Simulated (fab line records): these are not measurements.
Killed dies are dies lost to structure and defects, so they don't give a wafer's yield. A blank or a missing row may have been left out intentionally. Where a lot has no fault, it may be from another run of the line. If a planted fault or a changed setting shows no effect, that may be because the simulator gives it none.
fab line records ; flow sky130
[record] lots = 14; wafers = 42; last-day = 50
route steps=708 shown DNWELL@43 VT_ADJUST_HVTR@142 SONOS_ONO@178 POLY_GATE@218
lots untouched by any fault: they come from a run of this same line in which no faults occurred
start-h: start of the lot's first displayed wafer, in hours after the record's first day ; wait-h: how many hours have passed since the lot's step before this one ; " the same as in the row above ; L1.1+2: a row that stands for several wafers ; - no value, or no start was given ; * or withheld: withheld ; < > ~ a bound
route shown NAME@n: a module of which the file shows steps, and the number in the route of the first ; usual: mean and standard deviation over wafers with no fault ; same: alike in all rows ; chamber/n: place in a boat ; sites: readings site by site ; _std_site: the values' standard deviation ; _edge_site: mean of outer sites minus mean of inner sites ; radius-mm: how far each site lies from the wafer's centre ; mask NAME#n: copy n ; behind: tool/chamber where the wafer was last shaped ; hold: the reason the lot was held/the length of the hold in hours/how it ended ; device: whichever transistor did not switch (one of n, p or np) ; end of line: the tests these same wafers got at the end of their route ; a step without rows: its recipe alone ; killed: not the wafer's yield, but the dies lost to structure and defects at the first sort ; map: per-die view of a wafer (x killed, . not killed, _ where there is no die)
set.NAME: setting as actually run; set.NAME@STEP: the setting as run at that earlier step ; model.NAME: the simulator's own value behind a step, which no gauge read
one table for each step of the route and one row for each wafer, over a sample of lots
services: when a tool's chamber went out of use (start-h, in hours from the record's first day, below 0 if earlier), for how many hours, and the reason
[[steps]]
[step SKY_DNWELL_STRIP_08]
[recipe] chemistry = O2/N2; power-w = 1400; pressure-mtorr = 1500; platen-temp-c = withheld; o2-flow-sccm = 3000; n2-flow-sccm = 300; overash-fraction = 0.5
[usual] drypump-motor-current-A = 5.7/0.56; oes-product-au = 0.723/0.0044; strip-time-to-endpoint-s = 36.94/0.12
lot.wafer;tool;chamber;start-h;wait-h;drypump-motor-current-A;oes-product-au;rf-hours-counter-h;strip-time-to-endpoint-s
L531.2;plasma-asher-01;0;48.62;0.1;6.1;0.722;35;36.90
L531.3;plasma-asher-01;1;48.62;0.1;5.4;0.719;-;37.03
L531.6;plasma-asher-01;0;48.62;0.1;6.1;0.718;-;37.05
L532.1;plasma-asher-04;0;59.82;0.1;5.1;0.726;39;36.97
L532.3;plasma-asher-04;1;59.82;0.1;5.1;0.719;-;36.96
L532.6;plasma-asher-04;0;59.82;0.1;5.1;0.729;-;36.97
L533.4;plasma-asher-02;1;64.97;0.1;6.3;0.732;-;36.97
L533.5;plasma-asher-02;1;64.97;0.1;6.3;0.718;-;36.90
L533.6;plasma-asher-02;0;64.97;0.1;6.4;0.714;-;36.87
L539.1;plasma-asher-01;1;92.89;0.1;5.4;0.724;39;36.78
L539.2;plasma-asher-01;0;92.89;0.1;6.1;0.718;39;36.76
L539.3;plasma-asher-01;0;92.89;0.1;6.1;0.727;-;36.90
L540.2;plasma-asher-02;0;100.62;0.1;6.4;0.719;41;36.96
L540.4;plasma-asher-02;0;100.62;0.1;6.4;0.727;-;36.98
L540.6;plasma-asher-02;1;100.62;0.1;6.3;0.727;-;36.98
L544.2;plasma-asher-04;1;119.99;0.1;5.1;0.727;0;36.76
L544.4;plasma-asher-04;0;119.99;0.1;5.1;0.725;-;36.77
L544.6;plasma-asher-04;1;119.99;0.1;5.1;0.717;-;36.78
L546.3;plasma-asher-01;0;134.93;0.1;6.1;0.716;-;36.85
L546.4;plasma-asher-01;1;134.93;0.1;5.4;0.720;-;36.78
L546.5;plasma-asher-01;0;134.93;0.1;6.1;0.720;-;36.80
L547.1;plasma-asher-04;0;141.74;0.1;5.2;0.724;2;36.96
L547.3;plasma-asher-04;1;141.74;0.1;5.1;0.719;-;37.02
L547.5;plasma-asher-04;1;141.74;0.1;5.1;0.723;-;36.89
L548.4;plasma-asher-04;1;149.31;0.1;5.1;0.724;-;36.77
L548.5;plasma-asher-04;1;149.31;0.1;5.1;0.727;-;36.69
L548.6;plasma-asher-04;0;149.31;0.1;5.1;0.725;-;36.61
L549.2;plasma-asher-02;1;153.94;0.1;6.3;0.726;47;37.09
L549.3;plasma-asher-02;1;153.94;0.1;6.3;0.716;-;37.04
L549.5;plasma-asher-02;1;153.94;0.1;6.3;0.729;-;37.05
L550.1;plasma-asher-02;1;154.90;0.1;6.3;0.719;47;36.88
L550.3;plasma-asher-02;1;154.90;0.1;6.3;0.723;-;36.80
L550.5;plasma-asher-02;1;154.90;0.1;6.3;0.718;-;36.89
L551.3;plasma-asher-02;0;160.62;0.1;6.4;0.722;-;36.68
L551.4;plasma-asher-02;1;160.62;0.1;6.3;0.726;-;36.63
L551.6;plasma-asher-02;0;160.62;0.1;6.4;0.722;-;36.66
L553.2;plasma-asher-01;0;169.85;0.1;6.1;0.729;47;37.16
L553.3;plasma-asher-01;1;169.85;0.1;5.4;0.722;-;37.05
L553.5;plasma-asher-01;0;169.85;0.1;6.1;0.718;-;37.20
L554.2;plasma-asher-04;0;178.00;0.1;5.1;0.725;6;36.97
L554.3;plasma-asher-04;0;178.00;0.1;5.1;0.724;-;37.03
L554.4;plasma-asher-04;1;178.00;0.1;5.1;0.718;-;36.96
[step SKY_VT_ADJUST_HVTR_TW_MEAS_11]
[usual] VT_ADJUST_HVTR_TW = 211.7/1.4
lot.wafer;tool;chamber;start-h;wait-h;VT_ADJUST_HVTR_TW
L531.2;film-metro-02;-;198.53;0.1;210.1
L531.3;film-metro-02;-;198.53;0.1;209.0
L531.6;film-metro-02;-;198.53;0.1;211.1
L532.1;film-metro-04;-;212.47;0.1;213.0
L532.3;film-metro-04;-;212.47;0.1;211.1
L532.6;film-metro-04;-;212.47;0.1;212.2
L533.4;film-metro-02;-;220.27;0.1;212.5
L533.5;film-metro-02;-;220.27;0.1;213.0
L533.6;film-metro-02;-;220.27;0.1;213.0
L539.1;film-metro-03;-;258.04;0.1;210.4
L539.2;film-metro-03;-;258.04;0.1;209.8
L539.3;film-metro-03;-;258.04;0.1;212.6
L540.2;film-metro-04;-;268.71;0.1;213.8
L540.4;film-metro-04;-;268.71;0.1;212.8
L540.6;film-metro-04;-;268.71;0.1;212.8
L544.2;film-metro-04;-;298.53;0.1;213.0
L544.4;film-metro-04;-;298.53;0.1;213.2
L544.6;film-metro-04;-;298.53;0.1;212.4
L546.3;film-metro-03;-;317.19;0.1;209.2
L546.4;film-metro-03;-;317.19;0.1;210.0
L546.5;film-metro-03;-;317.19;0.1;209.1
L547.1;film-metro-02;-;330.80;0.1;210.3
L547.3;film-metro-02;-;330.80;0.1;211.6
L547.5;film-metro-02;-;330.80;0.1;212.7
L548.4;film-metro-02;-;338.30;0.1;211.7
L548.5;film-metro-02;-;338.30;0.1;211.0
L548.6;film-metro-02;-;338.30;0.1;211.3
L549.2;film-metro-03;-;343.91;0.1;209.1
L549.3;film-metro-03;-;343.91;0.1;209.6
L549.5;film-metro-03;-;343.91;0.1;209.7
L550.1;film-metro-03;-;344.77;0.1;210.2
L550.3;film-metro-03;-;344.77;0.1;209.5
L550.5;film-metro-03;-;344.77;0.1;210.3
L551.3;film-metro-03;-;356.19;0.1;211.0
L551.4;film-metro-03;-;356.19;0.1;210.6
L551.6;film-metro-03;-;356.19;0.1;208.0
L553.2;film-metro-03;-;365.37;0.1;211.2
L553.3;film-metro-03;-;365.37;0.1;211.3
L553.5;film-metro-03;-;365.37;0.1;210.3
L554.2;film-metro-04;-;373.65;0.1;212.0
L554.3;film-metro-04;-;373.65;0.1;212.9
L554.4;film-metro-04;-;373.65;0.1;212.2
[step SKY_SONOS_ONO_EXPOSE_10]
[recipe] mask-id = ONOM; target-cd-nm = 410; na = 0.6; source-shape = conventional; sigma-outer = 0.6; dose-mj = 150
[usual] exposure-dose-mJ-cm2 = 149.98/0.14; focus-offset-nm = 0.0/0.5
lot.wafer;tool;chamber;start-h;wait-h;mask;exposure-dose-mJ-cm2;focus-offset-nm
L531.2;iline-stepper-01;0;260.96;-;ONOM#0;150.02;0.3
L531.3;iline-stepper-01;0;260.96;-;ONOM#0;150.03;-0.7
L531.6;iline-stepper-01;0;260.96;-;ONOM#0;149.96;-0.3
L532.1;iline-stepper-02;0;275.65;-;ONOM#0;150.26;0.1
L532.3;iline-stepper-02;0;275.65;-;ONOM#0;150.20;0.1
L532.6;iline-stepper-02;0;275.65;-;ONOM#0;150.00;-0.3
L533.4;iline-stepper-02;0;283.59;-;ONOM#0;150.07;0.2
L533.5;iline-stepper-02;0;283.59;-;ONOM#0;149.94;0.1
L533.6;iline-stepper-02;0;283.59;-;ONOM#0;149.99;0.0
L539.1;iline-stepper-02;-;328.22;-;ONOM#0;-;-
L539.2;iline-stepper-02;-;328.22;-;ONOM#0;-;-
L539.3;iline-stepper-02;-;328.22;-;ONOM#0;-;-
L540.2;iline-stepper-02;-;336.89;-;ONOM#0;-;-
L540.4;iline-stepper-02;-;336.89;-;ONOM#0;-;-
L540.6;iline-stepper-02;-;336.89;-;ONOM#0;-;-
L544.2;iline-stepper-02;0;371.78;-;ONOM#0;149.93;0.3
L544.4;iline-stepper-02;0;371.78;-;ONOM#0;149.98;-0.3
L544.6;iline-stepper-02;0;371.78;-;ONOM#0;150.26;-1.3
L546.3;iline-stepper-01;0;393.02;-;ONOM#0;150.06;-0.2
L546.4;iline-stepper-01;0;393.02;-;ONOM#0;150.00;0.1
L546.5;iline-stepper-01;0;393.02;-;ONOM#0;149.95;-0.2
L547.1;iline-stepper-01;0;406.67;-;ONOM#0;150.16;-0.1
L547.3;iline-stepper-01;0;406.67;-;ONOM#0;150.19;-0.1
L547.5;iline-stepper-01;0;406.67;-;ONOM#0;149.96;-0.6
L548.4;iline-stepper-01;0;413.52;-;ONOM#0;149.98;0.0
L548.5;iline-stepper-01;0;413.52;-;ONOM#0;149.85;-0.5
L548.6;iline-stepper-01;0;413.52;-;ONOM#0;149.96;0.3
L550.1;iline-stepper-01;0;422.37;-;ONOM#0;149.84;-0.6
L550.3;iline-stepper-01;0;422.37;-;ONOM#0;150.13;0.6
L550.5;iline-stepper-01;0;422.37;-;ONOM#0;149.84;0.2
L549.2;iline-stepper-02;0;422.68;-;ONOM#0;149.79;0.3
L549.3;iline-stepper-02;0;422.68;-;ONOM#0;149.91;0.4
L549.5;iline-stepper-02;0;422.68;-;ONOM#0;149.88;0.4
L551.3;iline-stepper-02;0;434.88;-;ONOM#0;150.28;-0.3
L551.4;iline-stepper-02;0;434.88;-;ONOM#0;149.94;-0.3
L551.6;iline-stepper-02;0;434.88;-;ONOM#0;150.12;0.2
L553.2;iline-stepper-02;0;445.48;-;ONOM#0;149.96;-0.1
L553.3;iline-stepper-02;0;445.48;-;ONOM#0;150.03;-0.3
L553.5;iline-stepper-02;0;445.48;-;ONOM#0;149.82;0.1
L554.2;iline-stepper-01;0;456.06;-;ONOM#0;150.06;-0.4
L554.3;iline-stepper-01;0;456.06;-;ONOM#0;149.89;-0.2
L554.4;iline-stepper-01;0;456.06;-;ONOM#0;149.87;0.0
[step SKY_POLY_GATE_THK_MEAS_04]
[recipe] reads = Si3N4_of_POLY_GATE_CVD_03
[usual] POLY_GATE_CVD_03_THK = 74.9/0.59
lot.wafer;tool;chamber;start-h;wait-h;POLY_GATE_CVD_03_THK[nm]
L531.2;film-metro-04;-;334.14;0.0;76.2
L531.3;film-metro-04;-;334.14;0.0;75.8
L531.6;film-metro-04;-;334.14;0.0;75.5
L532.1;film-metro-01;-;347.63;0.0;73.8
L532.3;film-metro-01;-;347.63;0.0;74.0
L532.6;film-metro-01;-;347.63;0.0;73.7
L533.4;film-metro-02;-;362.91;0.0;74.6
L533.5;film-metro-02;-;362.91;0.0;74.8
L533.6;film-metro-02;-;362.91;0.0;75.0
L544.2;film-metro-04;-;454.05;0.0;75.0
L544.4;film-metro-04;-;454.05;0.0;74.5
L544.6;film-metro-04;-;454.05;0.0;74.9
L546.3;film-metro-02;-;476.81;0.0;75.5
L546.4;film-metro-02;-;476.81;0.0;75.3
L546.5;film-metro-02;-;476.81;0.0;75.7
L547.1;film-metro-01;-;490.84;0.0;75.3
L547.3;film-metro-01;-;490.84;0.0;74.8
L547.5;film-metro-01;-;490.84;0.0;75.0
L550.1;film-metro-04;-;513.94;0.0;74.4
L550.3;film-metro-04;-;513.94;0.0;75.1
L550.5;film-metro-04;-;513.94;0.0;74.6
L549.2;film-metro-01;-;513.95;0.0;75.3
L549.3;film-metro-01;-;513.95;0.0;75.0
L549.5;film-metro-01;-;513.95;0.0;74.6
L548.4;film-metro-02;-;513.97;0.0;74.2
L548.5;film-metro-02;-;513.97;0.0;74.4
L548.6;film-metro-02;-;513.97;0.0;74.3
L551.3;film-metro-01;-;518.63;0.0;75.4
L551.4;film-metro-01;-;518.63;0.0;75.4
L551.6;film-metro-01;-;518.63;0.0;75.9
L553.2;film-metro-02;-;528.20;0.0;75.3
L553.3;film-metro-02;-;528.20;0.0;75.4
L553.5;film-metro-02;-;528.20;0.0;75.2
L554.2;film-metro-02;-;539.54;0.0;74.0
L554.3;film-metro-02;-;539.54;0.0;73.6
L554.4;film-metro-02;-;539.54;0.0;74.0
[[services]]
tool;chamber;start-h;hours;kind
iline-stepper-02;-;32.22;1.7;pm
iline-stepper-02;-;42.14;0.7;repair
iline-stepper-01;-;45.78;9.0;repair
iline-stepper-01;-;68.41;1.7;pm
iline-stepper-02;-;77.89;3.3;repair
plasma-asher-04;-;108.75;9.0;pm
iline-stepper-02;-;135.78;9.0;repair
iline-stepper-01;-;152.08;1.4;repair
iline-stepper-02;-;194.85;22.4;repair
iline-stepper-02;-;229.95;4.1;repair
iline-stepper-01;-;247.71;8.0;repair
iline-stepper-01;-;249.14;0.7;repair
iline-stepper-02;-;255.68;1.7;pm
plasma-asher-04;-;277.87;0.9;repair
plasma-asher-04;-;278.74;14.6;pm
iline-stepper-01;-;286.48;1.7;pm
iline-stepper-01;-;306.24;2.3;repair
iline-stepper-01;-;327.63;4.0;repair
plasma-asher-04;-;328.04;3.7;repair
plasma-asher-02;-;356.06;0.8;repair
plasma-asher-04;-;378.68;2.8;pm
iline-stepper-02;-;413.28;4.4;pm
plasma-asher-02;-;421.25;9.0;pm
iline-stepper-01;-;434.55;2.1;pm
[[key]]
[first-sign] step = SKY_SONOS_ONO_EXPOSE_10; reading = tool-record; direction = missing
effect none on later readings
met-at SKY_SONOS_ONO_EXPOSE_10
struck-lots L539,L540
later-rows-left-out L539.1,L539.2,L539.3,L540.2,L540.4,L540.6
sort-left-out L539.1,L539.2,L539.3,L540.2,L540.4,L540.6
tester-left-out L539,L540
not-acting-at SKY_DNWELL_STRIP_08,SKY_VT_ADJUST_HVTR_TW_MEAS_11,SKY_POLY_GATE_THK_MEAS_04
onset-between 283.59 328.22
[fault] kind = skipped-step-whole; tool = iline-stepper-02; chamber = -; onset-h = 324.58; steps = SKY_SONOS_ONO_EXPOSE_10; scope = struck-lots-only
// tester-left-out: of these lots the tester's yield and bins aren't shown, on N5 and GAA mostly nor the transistor test; their killed dies are dies lost to structure and defects alone, not to doping, threshold or leakage, so they don't give the yield
// sort-left-out: the simulated sort isn't trusted on such a fault, so these wafers' sort isn't shown, and their yield isn't known
// later-rows-left-out: the simulator's readings of these wafers behind a module that went badly wrong aren't trusted and aren't shown, but for the sort
